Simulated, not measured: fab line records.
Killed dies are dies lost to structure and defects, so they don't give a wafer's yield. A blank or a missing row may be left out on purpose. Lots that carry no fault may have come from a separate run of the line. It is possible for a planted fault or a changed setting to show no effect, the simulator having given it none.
fab line records -- flow sky130
record lots=14, wafers=42, lastDay=51
route steps=708 shown VT_ADJUST_LVTN@107 VT_ADJUST_HVTR@137 SONOS_ONO@171
lots untouched by any fault: they come from a run of this same line in which no faults occurred
startH: the number of hours between the record's first day and the start of the first shown wafer of the lot -- waitH: hours since the lot's step before -- " same as the row above -- L1.1+2: a single row standing in for several wafers -- - no value, or no start was given -- * or withheld: withheld -- < > ~ a bound
route shown NAME@n: names a module that has steps shown in the file, with the first one's number in the route -- usual: mean and standard deviation over wafers with no fault -- same: alike in all rows -- chamber/n: place in a boat -- sites: each site's reading -- _std_site: standard deviation of those values -- _edge_site: outer sites' mean less inner sites' -- radiusMm: for every site, how far away it sits from the centre of the wafer -- mask NAME#n: copy n -- behind: the tool/chamber that last shaped the wafer -- hold: what put the lot on hold/how long, in hours/how the hold closed -- device: whichever transistor did not switch (one of n, p or np) -- end of line: the same wafers' tests at the end of the route -- for a step that has no rows: nothing shown but its recipe -- killed: the dies lost at the first sort to structure and to defects; this is not the yield of the wafer -- map: the dies of a wafer, with x for killed, . for not killed, _ for no die there
set.NAME: the run value of the setting; set.NAME@STEP: its run value at that earlier step -- model.NAME: the simulator's own value behind a step, which no gauge read
one table for each step of the route and one row for each wafer, over a sample of lots
services: from which hour (startH, from the record's first day; less than 0 if before it) a tool's chamber was out of use, for how many hours, and why
## steps
# step SKY_VT_ADJUST_LVTN_TW_MEAS_10
# usual VT_ADJUST_LVTN_TW=243.8/2.4
lot.wafer,tool,chamber,startH,waitH,VT_ADJUST_LVTN_TW
L532.2,filmMetro-02,-,158.10,0.1,245.1
L532.3,filmMetro-02,-,158.10,0.1,246.1
L532.4,filmMetro-02,-,158.10,0.1,245.8
L533.3,filmMetro-04,-,160.84,0.1,243.7
L533.4,filmMetro-04,-,160.84,0.1,245.0
L533.6,filmMetro-04,-,160.84,0.1,245.3
L534.2,filmMetro-04,-,168.58,0.1,245.9
L534.5,filmMetro-04,-,168.58,0.1,243.7
L534.6,filmMetro-04,-,168.58,0.1,243.6
L536.1,filmMetro-04,-,177.74,0.1,246.3
L536.4,filmMetro-04,-,177.74,0.1,245.7
L536.5,filmMetro-04,-,177.74,0.1,245.4
L539.1,filmMetro-04,-,194.87,0.1,243.5
L539.4,filmMetro-04,-,194.87,0.1,242.6
L539.6,filmMetro-04,-,194.87,0.1,243.2
L540.1,filmMetro-04,-,198.79,0.1,243.4
L540.2,filmMetro-04,-,198.79,0.1,245.3
L540.6,filmMetro-04,-,198.79,0.1,244.8
L542.2,filmMetro-04,-,216.85,0.1,242.5
L542.3,filmMetro-04,-,216.85,0.1,244.5
L542.4,filmMetro-04,-,216.85,0.1,243.3
L549.2,filmMetro-02,-,259.28,0.1,245.1
L549.3,filmMetro-02,-,259.28,0.1,244.9
L549.5,filmMetro-02,-,259.28,0.1,245.2
L550.1,filmMetro-02,-,267.82,0.1,244.8
L550.2,filmMetro-02,-,267.82,0.1,245.0
L550.6,filmMetro-02,-,267.82,0.1,243.2
L551.1,filmMetro-02,-,276.04,0.1,245.5
L551.5,filmMetro-02,-,276.04,0.1,244.4
L551.6,filmMetro-02,-,276.04,0.1,244.8
L552.2,filmMetro-02,-,278.43,0.1,245.2
L552.4,filmMetro-02,-,278.43,0.1,245.3
L552.5,filmMetro-02,-,278.43,0.1,244.9
L553.1,filmMetro-01,-,287.84,0.1,238.0
L553.2,filmMetro-01,-,287.84,0.1,237.2
L553.4,filmMetro-01,-,287.84,0.1,239.1
L554.1,filmMetro-02,-,289.57,0.1,245.0
L554.2,filmMetro-02,-,289.57,0.1,245.2
L554.5,filmMetro-02,-,289.57,0.1,244.3
L555.1,filmMetro-04,-,299.59,0.1,244.2
L555.2,filmMetro-04,-,299.59,0.1,242.6
L555.4,filmMetro-04,-,299.59,0.1,243.8
# step SKY_VT_ADJUST_HVTR_DEVELOP_06
# recipe developTimeS=60, devTempC=23
lot.wafer,tool,chamber,startH,waitH
L532.2+3+4,lithoTrack-01,0,224.93,0.1
L533.3+4+6,lithoTrack-04,0,226.34,0.1
L534.2+5+6,lithoTrack-04,0,236.16,0.1
L536.1+4+5,lithoTrack-04,0,247.48,0.1
L539.1+4+6,lithoTrack-02,0,265.22,0.1
L540.1+2+6,lithoTrack-04,0,269.83,0.1
L542.2+3+4,lithoTrack-04,0,288.81,0.1
L549.2+3+5,lithoTrack-02,0,337.45,0.1
L550.1+2+6,lithoTrack-01,0,346.36,0.1
L551.1+5+6,lithoTrack-02,0,355.22,0.1
L552.2+4+5,lithoTrack-04,0,357.56,0.1
L553.1+2+4,lithoTrack-04,0,368.48,0.1
L554.1+2+5,lithoTrack-02,0,370.87,0.1
L555.1+2+4,lithoTrack-04,0,382.23,0.1
# step SKY_VT_ADJUST_HVTR_CD_MEAS_07
# recipe targetCdNm=380
# usual cdNm=381.1/2.5
lot.wafer,tool,chamber,startH,waitH,cdNm
L532.2,cdSem-02,-,225.08,0.1,379.6
L532.3,cdSem-02,-,225.08,0.1,381.3
L532.4,cdSem-02,-,225.08,0.1,381.1
L533.3,cdSem-01,-,226.48,0.1,381.4
L533.4,cdSem-01,-,226.48,0.1,380.5
L533.6,cdSem-01,-,226.48,0.1,382.5
L534.2,cdSem-01,-,236.31,0.1,383.4
L534.5,cdSem-01,-,236.31,0.1,381.6
L534.6,cdSem-01,-,236.31,0.1,381.7
L536.1,cdSem-02,-,247.63,0.1,379.3
L536.4,cdSem-02,-,247.63,0.1,377.4
L536.5,cdSem-02,-,247.63,0.1,376.9
L539.1,cdSem-01,-,265.37,0.1,381.4
L539.4,cdSem-01,-,265.37,0.1,378.6
L539.6,cdSem-01,-,265.37,0.1,379.0
L540.1,cdSem-02,-,269.98,0.1,385.4
L540.2,cdSem-02,-,269.98,0.1,-
L540.6,cdSem-02,-,269.98,0.1,382.6
L542.2,cdSem-02,-,288.95,0.1,-
L542.3,cdSem-02,-,288.95,0.1,381.6
L542.4,cdSem-02,-,288.95,0.1,-
L549.2,cdSem-02,-,337.59,0.1,380.4
L549.3,cdSem-02,-,337.59,0.1,379.4
L549.5,cdSem-02,-,337.59,0.1,380.4
L550.1,cdSem-01,-,346.51,0.1,380.2
L550.2,cdSem-01,-,346.51,0.1,379.7
L550.6,cdSem-01,-,346.51,0.1,379.6
L551.1,cdSem-02,-,355.37,0.1,380.9
L551.5,cdSem-02,-,355.37,0.1,379.5
L551.6,cdSem-02,-,355.37,0.1,381.7
L552.2,cdSem-02,-,357.70,0.1,379.0
L552.4,cdSem-02,-,357.70,0.1,381.9
L552.5,cdSem-02,-,357.70,0.1,380.1
L553.1,cdSem-01,-,368.63,0.1,384.2
L553.2,cdSem-01,-,368.63,0.1,386.5
L553.4,cdSem-01,-,368.63,0.1,387.5
L554.1,cdSem-01,-,371.02,0.1,383.6
L554.2,cdSem-01,-,371.02,0.1,382.8
L554.5,cdSem-01,-,371.02,0.1,385.0
L555.1,cdSem-02,-,382.38,0.1,383.7
L555.2,cdSem-02,-,382.38,0.1,382.4
L555.4,cdSem-02,-,382.38,0.1,386.1
# step SKY_VT_ADJUST_HVTR_OVL_MEAS_08
# usual VT_ADJUST_HVTR_OVL=-0.3/1.5
lot.wafer,tool,chamber,startH,waitH,VT_ADJUST_HVTR_OVL[nm]
L532.2,overlay-02,-,225.18,0.1,-1.8
L532.3,overlay-02,-,225.18,0.1,1.0
L532.4,overlay-02,-,225.18,0.1,-0.6
L533.3,overlay-01,-,226.57,0.1,-0.2
L533.4,overlay-01,-,226.57,0.1,-0.5
L533.6,overlay-01,-,226.57,0.1,2.2
L534.2,overlay-01,-,236.41,0.1,0.1
L534.5,overlay-01,-,236.41,0.1,-0.5
L534.6,overlay-01,-,236.41,0.1,-0.5
L536.1,overlay-02,-,247.75,0.1,1.0
L536.4,overlay-02,-,247.75,0.1,1.0
L536.5,overlay-02,-,247.75,0.1,-0.7
L539.1,overlay-01,-,265.49,0.1,1.3
L539.4,overlay-01,-,265.49,0.1,2.5
L539.6,overlay-01,-,265.49,0.1,1.7
L540.1,overlay-02,-,270.10,0.1,-0.5
L540.2,overlay-02,-,270.10,0.1,-
L540.6,overlay-02,-,270.10,0.1,-0.6
L542.2,overlay-02,-,289.06,0.1,-
L542.3,overlay-02,-,289.06,0.1,-0.1
L542.4,overlay-02,-,289.06,0.1,-
L549.2,overlay-02,-,337.70,0.1,-0.1
L549.3,overlay-02,-,337.70,0.1,0.9
L549.5,overlay-02,-,337.70,0.1,-0.5
L550.1,overlay-01,-,346.63,0.1,1.5
L550.2,overlay-01,-,346.63,0.1,3.0
L550.6,overlay-01,-,346.63,0.1,0.0
L551.1,overlay-02,-,355.49,0.1,-0.3
L551.5,overlay-02,-,355.49,0.1,-0.5
L551.6,overlay-02,-,355.49,0.1,-2.1
L552.2,overlay-02,-,357.81,0.1,-0.8
L552.4,overlay-02,-,357.81,0.1,-0.7
L552.5,overlay-02,-,357.81,0.1,0.0
L553.1,overlay-02,-,368.75,0.1,-0.4
L553.2,overlay-02,-,368.75,0.1,0.2
L553.4,overlay-02,-,368.75,0.1,-0.1
L554.1,overlay-02,-,371.14,0.1,0.2
L554.2,overlay-02,-,371.14,0.1,-2.1
L554.5,overlay-02,-,371.14,0.1,-1.4
L555.1,overlay-02,-,382.50,0.1,-0.7
L555.2,overlay-02,-,382.50,0.1,-2.3
L555.4,overlay-02,-,382.50,0.1,-1.2
# step SKY_VT_ADJUST_HVTR_STRIP_10
# recipe chemistry=O2/N2, powerW=1400, pressureMtorr=1500, platenTempC=withheld, o2FlowSccm=3000, n2FlowSccm=300, overashFraction=0.5
# usual drypumpMotorCurrentA=5.7/0.48, oesProductAu=0.716/0.0045, stripTimeToEndpointS=14.18/0.04
lot.wafer,tool,chamber,startH,waitH,drypumpMotorCurrentA,oesProductAu,rfHoursCounterH,stripTimeToEndpointS
L532.2,plasmaAsher-01,1,225.36,0.1,5.6,0.704,9,14.19
L532.3,plasmaAsher-01,1,225.36,0.1,5.6,0.724,-,14.14
L532.4,plasmaAsher-01,0,225.36,0.1,5.1,0.717,-,14.16
L533.3,plasmaAsher-01,0,226.77,0.1,5.1,0.720,-,14.17
L533.4,plasmaAsher-01,1,226.77,0.1,5.6,0.718,-,14.19
L533.6,plasmaAsher-01,1,226.77,0.1,5.6,0.715,-,14.22
L534.2,plasmaAsher-01,1,236.59,0.1,5.6,0.718,10,14.14
L534.5,plasmaAsher-01,1,236.59,0.1,5.6,0.716,-,14.16
L534.6,plasmaAsher-01,0,236.59,0.1,5.1,0.716,-,14.17
L536.1,plasmaAsher-01,1,247.94,0.1,5.6,0.715,11,14.19
L536.4,plasmaAsher-01,1,247.94,0.1,5.6,0.713,-,14.17
L536.5,plasmaAsher-01,0,247.94,0.1,5.1,0.718,-,14.18
L539.1,plasmaAsher-02,0,265.68,0.1,5.5,0.712,55,14.19
L539.4,plasmaAsher-02,1,265.68,0.1,5.9,0.706,-,14.17
L539.6,plasmaAsher-02,0,265.68,0.1,5.5,0.708,-,14.15
L540.1,plasmaAsher-04,0,270.29,0.1,6.5,0.718,57,14.18
L540.2,plasmaAsher-04,1,270.29,0.1,6.3,0.718,57,14.17
L540.6,plasmaAsher-04,0,270.29,0.1,6.5,0.709,-,14.20
L542.2,plasmaAsher-01,1,289.24,0.1,5.6,0.723,15,14.14
L542.3,plasmaAsher-01,0,289.24,0.1,5.1,0.716,-,14.17
L542.4,plasmaAsher-01,1,289.24,0.1,5.6,0.715,-,14.17
L549.2,plasmaAsher-01,0,337.88,0.1,5.1,0.716,20,14.14
L549.3,plasmaAsher-01,1,337.88,0.1,5.6,0.714,-,14.17
L549.5,plasmaAsher-01,0,337.88,0.1,5.1,0.713,-,14.21
L550.1,plasmaAsher-04,0,346.81,0.1,6.5,0.711,65,14.14
L550.2,plasmaAsher-04,1,346.81,0.1,6.3,0.707,65,14.17
L550.6,plasmaAsher-04,0,346.81,0.1,6.5,0.713,-,14.15
L551.1,plasmaAsher-04,0,355.68,0.1,6.5,0.709,66,14.20
L551.5,plasmaAsher-04,1,355.68,0.1,6.3,0.723,-,14.17
L551.6,plasmaAsher-04,0,355.68,0.1,6.5,0.717,-,14.18
L552.2,plasmaAsher-02,1,357.99,0.1,5.9,0.717,63,14.17
L552.4,plasmaAsher-02,0,357.99,0.1,5.5,0.718,-,14.18
L552.5,plasmaAsher-02,0,357.99,0.1,5.5,0.721,-,14.14
L553.1,plasmaAsher-02,1,368.94,0.1,5.9,0.720,64,14.11
L553.2,plasmaAsher-02,0,368.94,0.1,5.5,0.712,64,14.10
L553.4,plasmaAsher-02,1,368.94,0.1,5.9,0.717,-,14.10
L554.1,plasmaAsher-04,0,371.33,0.1,6.5,0.713,68,14.12
L554.2,plasmaAsher-04,1,371.33,0.1,6.3,0.723,68,14.13
L554.5,plasmaAsher-04,1,371.33,0.1,6.3,0.714,-,14.11
L555.1,plasmaAsher-04,1,382.69,0.1,6.3,0.720,69,14.20
L555.2,plasmaAsher-04,0,382.69,0.1,6.5,0.717,69,14.23
L555.4,plasmaAsher-04,0,382.69,0.1,6.5,0.716,-,14.19
# step SKY_VT_ADJUST_HVTR_TW_MEAS_11
# usual VT_ADJUST_HVTR_TW=209.2/2.3
lot.wafer,tool,chamber,startH,waitH,VT_ADJUST_HVTR_TW
L532.2,filmMetro-03,-,225.47,0.1,207.7
L532.3,filmMetro-03,-,225.47,0.1,207.6
L532.4,filmMetro-03,-,225.47,0.1,207.0
L533.3,filmMetro-01,-,226.86,0.1,209.4
L533.4,filmMetro-01,-,226.86,0.1,209.2
L533.6,filmMetro-01,-,226.86,0.1,209.7
L534.2,filmMetro-03,-,236.70,0.1,208.6
L534.5,filmMetro-03,-,236.70,0.1,206.9
L534.6,filmMetro-03,-,236.70,0.1,208.9
L536.1,filmMetro-01,-,248.04,0.1,207.5
L536.4,filmMetro-01,-,248.04,0.1,208.1
L536.5,filmMetro-01,-,248.04,0.1,207.9
L539.1,filmMetro-01,-,265.78,0.1,208.4
L539.4,filmMetro-01,-,265.78,0.1,208.2
L539.6,filmMetro-01,-,265.78,0.1,208.9
L540.1,filmMetro-01,-,270.39,0.1,207.7
L540.2,filmMetro-01,-,270.39,0.1,29.6
L540.6,filmMetro-01,-,270.39,0.1,208.0
L542.2,filmMetro-01,-,289.35,0.1,29.6
L542.3,filmMetro-01,-,289.35,0.1,207.5
L542.4,filmMetro-01,-,289.35,0.1,29.6
L549.2,filmMetro-01,-,337.99,0.1,207.2
L549.3,filmMetro-01,-,337.99,0.1,207.9
L549.5,filmMetro-01,-,337.99,0.1,208.1
L550.1,filmMetro-01,-,346.91,0.1,208.0
L550.2,filmMetro-01,-,346.91,0.1,207.6
L550.6,filmMetro-01,-,346.91,0.1,208.1
L551.1,filmMetro-04,-,355.78,0.1,213.5
L551.5,filmMetro-04,-,355.78,0.1,213.9
L551.6,filmMetro-04,-,355.78,0.1,212.5
L552.2,filmMetro-03,-,358.10,0.1,207.0
L552.4,filmMetro-03,-,358.10,0.1,207.8
L552.5,filmMetro-03,-,358.10,0.1,207.6
L553.1,filmMetro-01,-,369.04,0.1,208.3
L553.2,filmMetro-01,-,369.04,0.1,209.4
L553.4,filmMetro-01,-,369.04,0.1,207.9
L554.1,filmMetro-04,-,371.43,0.1,213.7
L554.2,filmMetro-04,-,371.43,0.1,213.2
L554.5,filmMetro-04,-,371.43,0.1,212.2
L555.1,filmMetro-03,-,382.79,0.1,207.5
L555.2,filmMetro-03,-,382.79,0.1,206.1
L555.4,filmMetro-03,-,382.79,0.1,207.2
# step SKY_SONOS_ONO_THK_MEAS_03
# recipe reads=Si3N4_of_SONOS_ONO_CVD_02
# usual SONOS_ONO_CVD_02_THK=10.46/0.13
lot.wafer,tool,chamber,startH,waitH,SONOS_ONO_CVD_02_THK[nm]
L532.2,filmMetro-02,-,277.91,0.0,10.59
L532.3,filmMetro-02,-,277.91,0.0,10.48
L532.4,filmMetro-02,-,277.91,0.0,10.56
L533.3,filmMetro-03,-,281.14,0.0,10.53
L533.4,filmMetro-03,-,281.14,0.0,10.65
L533.6,filmMetro-03,-,281.14,0.0,10.58
L534.2,filmMetro-02,-,292.99,0.0,10.71
L534.5,filmMetro-02,-,292.99,0.0,10.71
L534.6,filmMetro-02,-,292.99,0.0,10.68
L536.1,filmMetro-02,-,301.59,0.0,10.51
L536.4,filmMetro-02,-,301.59,0.0,10.41
L536.5,filmMetro-02,-,301.59,0.0,10.28
L539.1,filmMetro-02,-,320.69,0.0,10.50
L539.4,filmMetro-02,-,320.69,0.0,10.48
L539.6,filmMetro-02,-,320.69,0.0,10.57
L540.1,filmMetro-03,-,326.09,0.0,10.80
L540.2,filmMetro-03,-,326.09,0.0,10.56
L540.6,filmMetro-03,-,326.09,0.0,10.70
L542.2,filmMetro-02,-,346.45,0.0,10.49
L542.3,filmMetro-02,-,346.45,0.0,10.50
L542.4,filmMetro-02,-,346.45,0.0,10.49
L549.2,filmMetro-04,-,400.58,0.0,10.49
L549.3,filmMetro-04,-,400.58,0.0,10.31
L549.5,filmMetro-04,-,400.58,0.0,10.41
L550.1,filmMetro-02,-,410.38,0.0,10.56
L550.2,filmMetro-02,-,410.38,0.0,10.44
L550.6,filmMetro-02,-,410.38,0.0,10.42
L551.1,filmMetro-03,-,420.99,0.0,10.51
L551.5,filmMetro-03,-,420.99,0.0,10.49
L551.6,filmMetro-03,-,420.99,0.0,10.42
L552.2,filmMetro-02,-,423.25,0.0,10.44
L552.4,filmMetro-02,-,423.25,0.0,10.37
L552.5,filmMetro-02,-,423.25,0.0,10.33
L553.1,filmMetro-03,-,436.43,0.0,10.29
L553.2,filmMetro-03,-,436.43,0.0,10.20
L553.4,filmMetro-03,-,436.43,0.0,10.28
L554.1,filmMetro-02,-,437.48,0.0,10.48
L554.2,filmMetro-02,-,437.48,0.0,10.50
L554.5,filmMetro-02,-,437.48,0.0,10.60
L555.1,filmMetro-02,-,448.98,0.0,10.46
L555.2,filmMetro-02,-,448.98,0.0,10.48
L555.4,filmMetro-02,-,448.98,0.0,10.32
## services
tool,chamber,startH,hours,kind
plasmaAsher-01,-,203.59,14.6,pm
plasmaAsher-02,-,291.65,14.6,pm
plasmaAsher-04,-,299.81,2.1,repair
plasmaAsher-02,-,312.03,0.9,repair
plasmaAsher-01,-,358.04,7.4,repair
plasmaAsher-02,-,379.57,15.6,pm
## key
firstSign step=SKY_VT_ADJUST_HVTR_CD_MEAS_07, reading=cdNm, direction=missing
effect step=SKY_VT_ADJUST_HVTR_OVL_MEAS_08, reading=VT_ADJUST_HVTR_OVL, direction=missing
effect step=SKY_VT_ADJUST_HVTR_TW_MEAS_11, reading=VT_ADJUST_HVTR_TW, direction=down, sigmas=78, usual=209.2, struck=29.6
metAt SKY_VT_ADJUST_HVTR_DEVELOP_06
struckLots L540,L542
struckWafers L540.2,L542.2,L542.4
sortLeftOut L540.2,L542.2,L542.4
testerLeftOut L540,L542
notActingAt SKY_VT_ADJUST_LVTN_TW_MEAS_10,SKY_VT_ADJUST_HVTR_STRIP_10,SKY_SONOS_ONO_THK_MEAS_03
onsetBetween 247.48 269.83
fault kind=processParameterDrift, tool=lithoTrack-04, chamber=-, onsetH=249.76, steps=SKY_VT_ADJUST_HVTR_DEVELOP_06, channel=developTimeS, offset=*, shape=step, endH=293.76, scope=struckWafersOnly, actsIn=*, stated=*
# testerLeftOut: of these lots the tester's yield and bins aren't shown, on N5 and GAA mostly nor the transistor test; their killed dies are dies lost to structure and defects alone, not to doping, threshold or leakage, so they don't give the yield
# sortLeftOut: the simulated sort isn't trusted on such a fault, so these wafers' sort isn't shown, and their yield isn't known
